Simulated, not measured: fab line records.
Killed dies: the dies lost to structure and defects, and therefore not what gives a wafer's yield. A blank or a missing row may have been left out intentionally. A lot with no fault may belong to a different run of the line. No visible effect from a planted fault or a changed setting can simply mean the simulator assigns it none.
Tool commonality check :: flow gf180mcu :: Lots sampled 14, wafers sampled 48

== REASON FOR OPENING ==
At GF_VT_IMPLANT_TW_MEAS_43 the reading VT_IMPLANT_4_TW is flagged on 2 of 14 lots. No-fault wafers: 685, standard deviation 6.4.
Rule: a lot gets a flag if all its wafers with a number sit over 4 standard deviations from that mean, or if no wafer of it has a number. The rest of the lots are taken to be sound.

lot: L386
measured: day 7 11:04
on: film-metro-03
VT_IMPLANT_4_TW, wafer by wafer: 689 689 695
flag: 

lot: L387
measured: day 7 18:53
on: film-metro-02
VT_IMPLANT_4_TW, wafer by wafer: 687 688 685
flag: 

lot: L389
measured: day 8 10:20
on: film-metro-02
VT_IMPLANT_4_TW, wafer by wafer: 687 691 687
flag: 

lot: L392
measured: day 9 02:44
on: film-metro-01
VT_IMPLANT_4_TW, wafer by wafer: 675 679 675
flag: 

lot: L394
measured: day 9 16:22
on: film-metro-01
VT_IMPLANT_4_TW, wafer by wafer: 676 674 676
flag: 

lot: L395
measured: day 10 02:34
on: film-metro-03
VT_IMPLANT_4_TW, wafer by wafer: 691 693 693
flag: 

lot: L396
measured: day 10 07:59
on: film-metro-01
VT_IMPLANT_4_TW, wafer by wafer: 681 681 680
flag: 

lot: L398
measured: day 10 20:04
on: film-metro-02
VT_IMPLANT_4_TW, wafer by wafer: 740 735 736 734 735 736
flag: FLAGGED

lot: L401
measured: day 11 15:29
on: film-metro-03
VT_IMPLANT_4_TW, wafer by wafer: 740 739 743 738 740 741
flag: FLAGGED

lot: L405
measured: day 13 00:03
on: film-metro-01
VT_IMPLANT_4_TW, wafer by wafer: 676 680 676
flag: 

lot: L406
measured: day 13 03:43
on: film-metro-01
VT_IMPLANT_4_TW, wafer by wafer: 682 676 674
flag: 

lot: L407
measured: day 13 13:08
on: film-metro-01
VT_IMPLANT_4_TW, wafer by wafer: 678 676 675
flag: 

lot: L408
measured: day 13 18:10
on: film-metro-02
VT_IMPLANT_4_TW, wafer by wafer: 685 688 688
flag: 

lot: L409
measured: day 14 01:48
on: film-metro-03
VT_IMPLANT_4_TW, wafer by wafer: 689 689 692
flag: 
Average over the flagged lots: 738; offset from the usual +53, equal to +8 standard deviations.

== TOOL THAT RAN EACH LOT ==
The record holds 1 process step before the reading, out of a route of 602 steps. Cell contents, in order: the tool; ch with the chambers the sampled wafers went through; the start.
lot: L386
flag: 
GF_VT_IMPLANT_IMPLANT_41: implanter-01 ch 0, day 7 10:50

lot: L387
flag: 
GF_VT_IMPLANT_IMPLANT_41: implanter-04 ch 0, day 7 18:40

lot: L389
flag: 
GF_VT_IMPLANT_IMPLANT_41: implanter-01 ch 0, day 8 10:08

lot: L392
flag: 
GF_VT_IMPLANT_IMPLANT_41: implanter-01 ch 0, day 9 02:31

lot: L394
flag: 
GF_VT_IMPLANT_IMPLANT_41: implanter-01 ch 0, day 9 16:08

lot: L395
flag: 
GF_VT_IMPLANT_IMPLANT_41: implanter-03 ch 0, day 10 02:19

lot: L396
flag: 
GF_VT_IMPLANT_IMPLANT_41: implanter-03 ch 0, day 10 07:46

lot: L398
flag: FLAGGED
GF_VT_IMPLANT_IMPLANT_41: implanter-03 ch 0, day 10 19:50

lot: L401
flag: FLAGGED
GF_VT_IMPLANT_IMPLANT_41: implanter-03 ch 0, day 11 15:15

lot: L405
flag: 
GF_VT_IMPLANT_IMPLANT_41: implanter-01 ch 0, day 12 23:50

lot: L406
flag: 
GF_VT_IMPLANT_IMPLANT_41: implanter-01 ch 0, day 13 03:28

lot: L407
flag: 
GF_VT_IMPLANT_IMPLANT_41: implanter-01 ch 0, day 13 12:54

lot: L408
flag: 
GF_VT_IMPLANT_IMPLANT_41: implanter-04 ch 0, day 13 17:56

lot: L409
flag: 
GF_VT_IMPLANT_IMPLANT_41: implanter-04 ch 0, day 14 01:36
What these steps do:
- GF_VT_IMPLANT_IMPLANT_41
- GF_VT_IMPLANT_TW_MEAS_43

== FLAGGED OVER TOTAL, TOOL BY TOOL (the gauges that took the reading come last) ==
step: GF_VT_IMPLANT_IMPLANT_41
tool: implanter-01
lots run: 7
flagged: 0
share of the flagged lots: none
sound lots run after its first flagged lot: -

step: GF_VT_IMPLANT_IMPLANT_41
tool: implanter-03
lots run: 4
flagged: 2
share of the flagged lots: all
sound lots run after its first flagged lot: 0

step: GF_VT_IMPLANT_IMPLANT_41
tool: implanter-04
lots run: 3
flagged: 0
share of the flagged lots: none
sound lots run after its first flagged lot: -

step: GF_VT_IMPLANT_TW_MEAS_43
tool: film-metro-01
lots run: 6
flagged: 0
share of the flagged lots: none
sound lots run after its first flagged lot: -

step: GF_VT_IMPLANT_TW_MEAS_43
tool: film-metro-02
lots run: 4
flagged: 1
share of the flagged lots: some
sound lots run after its first flagged lot: 1 (L408)

step: GF_VT_IMPLANT_TW_MEAS_43
tool: film-metro-03
lots run: 4
flagged: 1
share of the flagged lots: some
sound lots run after its first flagged lot: 1 (L409)

== WHAT THE TABLE ALLOWS ==
1 row of the table ran every flagged lot: implanter-03 at GF_VT_IMPLANT_IMPLANT_41.
- implanter-03 at GF_VT_IMPLANT_IMPLANT_41: 2 of its 4 lots flagged. It ran its last sound lot, L396, at day 10 07:46 and its first flagged lot, L398, at day 10 19:50: a fault with its onset between the two fits. Its own readings lie more than 4 standard deviations out on every wafer of the flagged lots: beam-energy-keV.
implanter-03 at GF_VT_IMPLANT_IMPLANT_41 is the single tool remaining.

== WHAT THE SIMULATOR HAD PUT IN ==
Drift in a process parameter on implanter-03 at GF_VT_IMPLANT_IMPLANT_41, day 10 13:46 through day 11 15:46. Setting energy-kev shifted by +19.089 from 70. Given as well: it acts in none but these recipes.
Shown lots that were struck: L398, L401. The same result came from the rule above.
